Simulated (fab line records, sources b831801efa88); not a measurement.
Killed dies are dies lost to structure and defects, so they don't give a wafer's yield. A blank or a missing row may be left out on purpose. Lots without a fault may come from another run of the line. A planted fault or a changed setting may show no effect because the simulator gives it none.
Which tool did it? | flow gf180mcu | 13 lots, 38 wafers sampled, at 4 steps of a route of 602

WHAT THE GAUGES READ, wafer by wafer
GF_HV_LDD_TW_MEAS_38. Usual: HV_LDD_3_TW 1445, standard deviation 8.4.
lot  | measured     | on            | HV_LDD_3_TW    | flag
L259 | day 11 13:02 | film_metro-03 | 1451 1448 1447 |
L261 | day 12 15:19 | film_metro-01 | 1445 1445 1433 |
L262 | day 13 00:01 | film_metro-04 | 1441 1450 1448 |
L264 | day 13 05:46 | film_metro-01 | 1431 1435 1433 |
L265 | day 13 11:20 | film_metro-03 | 1448 1448 1442 |
L268 | day 14 19:10 | film_metro-03 | 1456 1450 1456 |
L269 | day 14 23:14 | film_metro-03 | 1448 1455 1457 |
L270 | day 15 02:16 | film_metro-03 | 1455 1454 1451 |
L271 | day 15 07:22 | film_metro-01 | 1423 1436 1429 |
L273 | day 16 02:37 | film_metro-01 | 1449 1440      |
L279 | day 18 04:52 | film_metro-04 | 1455 1450 1455 |
L280 | day 18 10:43 | film_metro-01 | 1443 1434 1439 |
L282 | day 19 08:31 | film_metro-04 | 1451 1451 1441 |

GF_HV_LDD_TW_MEAS_50. Usual: HV_LDD_4_TW 572, standard deviation 3.1.
lot  | measured     | on            | HV_LDD_4_TW | flag
L259 | day 12 08:45 | film_metro-03 | 573 570 570 |
L261 | day 13 11:49 | film_metro-01 | 569 569 567 |
L262 | day 13 20:55 | film_metro-03 | 571 572 572 |
L264 | day 14 02:13 | film_metro-04 | 575 574 572 |
L265 | day 14 07:07 | film_metro-03 | 578 575 574 |
L268 | day 15 16:52 | film_metro-03 | 572 577 575 |
L269 | day 15 20:35 | film_metro-01 | 567 567 569 |
L270 | day 16 00:19 | film_metro-01 | 537 540 571 | OFF
L271 | day 16 04:10 | film_metro-01 | 539 570 568 | OFF
L273 | day 17 01:19 | film_metro-04 | 542 574     | OFF
L279 | day 19 05:13 | film_metro-04 | 570 572 573 |
L280 | day 19 11:16 | film_metro-03 | 573 569 573 |
L282 | day 20 09:25 | film_metro-04 | 577 577 577 |

WHICH TOOL RAN EACH LOT (tool, then ch and the chambers of the sampled wafers, then the start)
lot  | GF_HV_LDD_STRIP_22                   | GF_HV_LDD_IMPLANT_48
L259 | plasma_asher-01 ch 0,1, day 10 17:36 | implanter-02 ch 0, day 12 08:33
L261 | plasma_asher-01 ch 0,1, day 11 20:19 | implanter-04 ch 0, day 13 11:34
L262 | plasma_asher-03 ch 0,1, day 12 03:28 | implanter-02 ch 0, day 13 20:40
L264 | plasma_asher-01 ch 0,1, day 12 09:52 | implanter-04 ch 0, day 14 01:59
L265 | plasma_asher-01 ch 0,1, day 12 14:43 | implanter-02 ch 0, day 14 06:52
L268 | plasma_asher-02 ch 0,1, day 13 22:46 | implanter-02 ch 0, day 15 16:37
L269 | plasma_asher-03 ch 0,1, day 14 01:33 | implanter-02 ch 0, day 15 20:22
L270 | plasma_asher-03 ch 0,1, day 14 04:46 | implanter-02 ch 0, day 16 00:04
L271 | plasma_asher-01 ch 0,1, day 14 09:31 | implanter-02 ch 0, day 16 03:55
L273 | plasma_asher-02 ch 1, day 15 04:31   | implanter-02 ch 0, day 17 01:04
L279 | plasma_asher-03 ch 0,1, day 17 04:58 | implanter-01 ch 0, day 19 04:59
L280 | plasma_asher-02 ch 0,1, day 17 10:49 | implanter-01 ch 0, day 19 11:02
L282 | plasma_asher-01 ch 0,1, day 18 07:25 | implanter-02 ch 0, day 20 09:10
- GF_HV_LDD_STRIP_22: strips in O2/N2.
- GF_HV_LDD_IMPLANT_48

WHAT THE TOOLS THEMSELVES READ (means of the sampled wafers that have a number; where no wafer has one, the mark that the record gives instead)
GF_HV_LDD_STRIP_22. Usual: chamber_pressure_mTorr 1500.1 mTorr, standard deviation 1.3; drypump_motor_current_A 5.9 A, standard deviation 0.42; heater_power_w 338 W, standard deviation 36; oes_product_au 0.717 a.u., standard deviation 0.0044; strip_time_to_endpoint_s 12.63 s, standard deviation 0.039.
lot  | tool            | chamber_pressure_mTorr (mTorr) | drypump_motor_current_A (A) | heater_power_w (W) | oes_product_au (a.u.) | strip_time_to_endpoint_s (s) | flag
L259 | plasma_asher-01 | 1500.9                         | 6.3                         | 320                | 0.716                 | 12.64                        |
L261 | plasma_asher-01 | 1500.1                         | 6.3                         | 315                | 0.717                 | 12.60                        |
L262 | plasma_asher-03 | 1499.0                         | 5.7                         | 337                | 0.716                 | 12.63                        |
L264 | plasma_asher-01 | 1500.7                         | 6.2                         | 310                | 0.714                 | 12.67                        |
L265 | plasma_asher-01 | 1499.6                         | 6.3                         | 320                | 0.713                 | 12.65                        |
L268 | plasma_asher-02 | 1500.4                         | 6.1                         | 398                | 0.716                 | 12.58                        |
L269 | plasma_asher-03 | 1499.1                         | 5.7                         | 333                | 0.712                 | 12.62                        |
L270 | plasma_asher-03 | 1499.4                         | 5.5                         | 318                | 0.718                 | 12.66                        |
L271 | plasma_asher-01 | 1500.6                         | 6.2                         | 314                | 0.722                 | 12.60                        |
L273 | plasma_asher-02 | 1499.8                         | 5.4                         | 368                | 0.718                 | 12.62                        |
L279 | plasma_asher-03 | 1500.2                         | 5.5                         | 320                | 0.717                 | 12.64                        |
L280 | plasma_asher-02 | 1500.2                         | 5.7                         | 379                | 0.714                 | 12.65                        |
L282 | plasma_asher-01 | 1500.8                         | 6.3                         | 324                | 0.719                 | 12.66                        |

GF_HV_LDD_IMPLANT_48. Usual: beam_on_s 10.01 s, standard deviation 0.22; faraday_current_uA 169, standard deviation 3.6.
lot  | tool         | beam_on_s (s) | faraday_current_uA | flag
L259 | implanter-02 | 10.03         | 169                |
L261 | implanter-04 | 10.02         | 169                |
L262 | implanter-02 | 9.94          | 170                |
L264 | implanter-04 | 10.09         | 168                |
L265 | implanter-02 | 10.00         | 169                |
L268 | implanter-02 | 9.90          | 171                |
L269 | implanter-02 | 9.88          | 172                |
L270 | implanter-02 | 8.79          | 194                | OFF
L271 | implanter-02 | 9.43          | 180                | OFF
L273 | implanter-02 | 8.99          | 190                | OFF
L279 | implanter-01 | 9.99          | 170                |
L280 | implanter-01 | 9.82          | 172                |
L282 | implanter-02 | 9.93          | 170                |

THE ANSWER, worked out from the rows above alone
Rule: a lot is off if the mean of its wafers that have a number lies more than 3 standard deviations from the usual mean. A lot without any number at a reading at which 4 lots or more have one is off too. The other lots that the step has rows for count as sound. The gauges are gone through in route order, then the tools' own readings, and for those a lot's mean is taken as printed above. The first step at which some lot is off is used, and at that step the reading that is off furthest; a lot without a number counts as furthest.
Off: L270, L271, L273, at GF_HV_LDD_TW_MEAS_50 (HV_LDD_4_TW).
A tool fits if, at a process step before that reading, it ran every lot that is off, and no sound lot after the first of them. The gauges at GF_HV_LDD_TW_MEAS_50 aren't tried: what is off there is off at GF_HV_LDD_IMPLANT_48 too, on other tools, and a gauge's error can't cause that. None of those tried fits.

WHAT THE SIMULATOR HAD PUT IN
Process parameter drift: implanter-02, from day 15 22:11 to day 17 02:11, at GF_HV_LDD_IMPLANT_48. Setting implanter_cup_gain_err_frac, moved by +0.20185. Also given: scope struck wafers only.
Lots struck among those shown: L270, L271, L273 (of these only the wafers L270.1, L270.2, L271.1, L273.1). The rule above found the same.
